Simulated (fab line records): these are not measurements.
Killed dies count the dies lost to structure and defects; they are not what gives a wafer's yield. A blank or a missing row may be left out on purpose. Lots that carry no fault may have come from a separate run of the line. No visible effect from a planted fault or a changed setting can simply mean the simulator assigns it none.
Chamber matching :: flow gf180mcu :: 3 sister chambers for GF_V4_CVD_02 on pecvd-02
The step deposits SiO2 from TEOS, target thk 850 nm, time 94.851 s. 6 wafers are shown with their chamber, then 7 later ones without.

## EACH WAFER AND ITS CHAMBER
wafer: L076.3
chamber: 0
heater-power-w (W): 848

wafer: L076.6
chamber: 0
heater-power-w (W): 937

wafer: L077.3
chamber: 2
heater-power-w (W): 726

wafer: L077.6
chamber: 1
heater-power-w (W): 458

wafer: L079.3
chamber: 1
heater-power-w (W): 548

wafer: L079.4
chamber: 2
heater-power-w (W): 688

## WAFERS WHOSE CHAMBER IS MISSING
wafer: L079.5
heater-power-w (W): 840

wafer: L082.1
heater-power-w (W): 510

wafer: L082.2
heater-power-w (W): 711

wafer: L082.3
heater-power-w (W): 942

wafer: L085.4
heater-power-w (W): 1044

wafer: L085.5
heater-power-w (W): 720

wafer: L085.6
heater-power-w (W): 578

## EACH ONE'S CHAMBER
wafer: L079.5
from the rows above: can't be placed: 0 or 2
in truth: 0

wafer: L082.1
from the rows above: 1
in truth: 1

wafer: L082.2
from the rows above: 2
in truth: 2

wafer: L082.3
from the rows above: 0
in truth: 0

wafer: L085.4
from the rows above: 0
in truth: 0

wafer: L085.5
from the rows above: 2
in truth: 2

wafer: L085.6
from the rows above: can't be placed: 1 or 2
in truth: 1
Placed correctly: 5 of 7. Unplaceable from these rows: 2, with the true chamber sitting among the candidates in 2. Wrongly placed: 0.
How it was worked out, from the rows above alone: a wafer's distance from a chamber is the root of the sum, over the readings, of the square of ((its reading less the chamber's mean) divided by the reading's scatter). The wafer belongs to the nearest chamber; if the next one is less than 2 further off, it can't be placed. Each chamber's mean is taken over the wafers shown for it. The scatter: the root of (the sum of the squares of (reading less its chamber's mean) over the shown wafers, divided by (wafers less chambers)).
